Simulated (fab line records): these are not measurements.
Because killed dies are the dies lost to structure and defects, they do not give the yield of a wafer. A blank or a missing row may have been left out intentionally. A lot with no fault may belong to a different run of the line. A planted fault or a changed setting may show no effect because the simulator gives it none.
Problem report in the 8D (eight disciplines) form, filled by code ; flow gf180mcu ; the parts of the form that need people (team, actions taken, sign-off) are left out

1. PROBLEM STATEMENT
HV_LDD_CVD_54_THK at GF_HV_LDD_THK_MEAS_55 reads a mean of 12.10 nm on 3 wafers of 1 lot; wafers without a fault read 10.03 nm with a standard deviation of 0.13. Measured from the usual mean, that is +16 standard deviations.
First seen on wafer L624.2, day 15 17:35, on film metro-02. The record holds 36 wafers of 12 lots with a number at this step. Rule for "out", or "out of limits": more than 4 standard deviations from the usual mean. The rest of the wafers with a number are treated as sound.

2. WHAT IT IS, AND WHAT IT ISN'T
question;is;is not
which readings at this step;HV_LDD_CVD_54_THK;-
which lots;L624;L616, L617, L622, L629, L631, L633, L634, L635, L636, L637, L638
which wafers of those lots;all that have a number;-
read on which gauges;film metro-02;film metro-01, film metro-04
when;from day 15 17:35;"up to then (9 sound wafers); but 24 sound wafers of L629, L631, L633, L634, L635, L636, L637, L638 came after"

3. SUSPECTS, AND WHAT RULES EACH OUT
Counting: a tool at a process step up to the reading stays a suspect if it ran every lot that is out and no sound lot after the first of them.
- ruled out: the gauge at GF_HV_LDD_THK_MEAS_55. All the wafers that are out were read on film metro-02, but those of them that GF_HV_LDD_CVD_54 has rows for are out there too, on other tools.
- lpcvd-02 at GF_HV_LDD_CVD_54 (deposits SiO2 from TEOS, target thk 10 nm, time 75 s): ruled out as a lasting fault. Sound lots L635, L636, L637, L638 ran on it after its first lot that is out, L624 (day 15 16:34).
Left after counting: nothing in the record.

4. THE CAUSE (what the simulator had put in)
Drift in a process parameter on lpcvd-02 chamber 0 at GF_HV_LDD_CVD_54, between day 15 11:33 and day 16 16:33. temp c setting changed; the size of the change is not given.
Counting ruled it out, wrongly: the rule takes a fault to strike every lot that its tool runs from its start on, and this one did not.

5. SEQUENCE OF EFFECTS, ordered by route
Each row: a reading whose mean over the struck wafers that have a number lies more than 3 standard deviations from the usual. Readings are gone through only where the record gives a usual standard deviation; hours: the median, over the lots, of the time from a lot's start at the first step in this table giving one to that lot's start at this step; sigmas: the change measured in usual standard deviations.
hours;step;reading;usual;on struck wafers;change;sigmas
0;GF_HV_LDD_CVD_54;spike tc bottom C;700.8 C;707.2;+6.4;+5.8
0;GF_HV_LDD_CVD_54;spike tc centre C;681.1 C;688.9;+7.8;+7.1
0;GF_HV_LDD_CVD_54;spike tc lower C;680.5 C;688.7;+8.2;+8.2
0;GF_HV_LDD_CVD_54;spike tc top C;694.9 C;700.9;+6.0;+3.5
0;GF_HV_LDD_CVD_54;spike tc upper C;679.7 C;687.9;+8.2;+7.5
1;GF_HV_LDD_THK_MEAS_55;HV_LDD_CVD_54_THK;10.03 nm;12.10;+2.07;+16
Its process steps:
- GF_HV_LDD_CVD_54: deposits SiO2 from TEOS, target thk 10 nm, time 75 s.

6. WHAT WOULD HAVE CAUGHT IT SOONER
In this record the first reading out of limits at a measuring or inspecting step was taken at day 15 17:35, 6 hours after the fault began at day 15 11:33.
The tool's own readings at GF_HV_LDD_CVD_54 were out on every struck wafer that the step has a row for (spike tc bottom C, spike tc centre C, spike tc lower C, spike tc upper C): an alarm limit on them would have fired on the first of those.
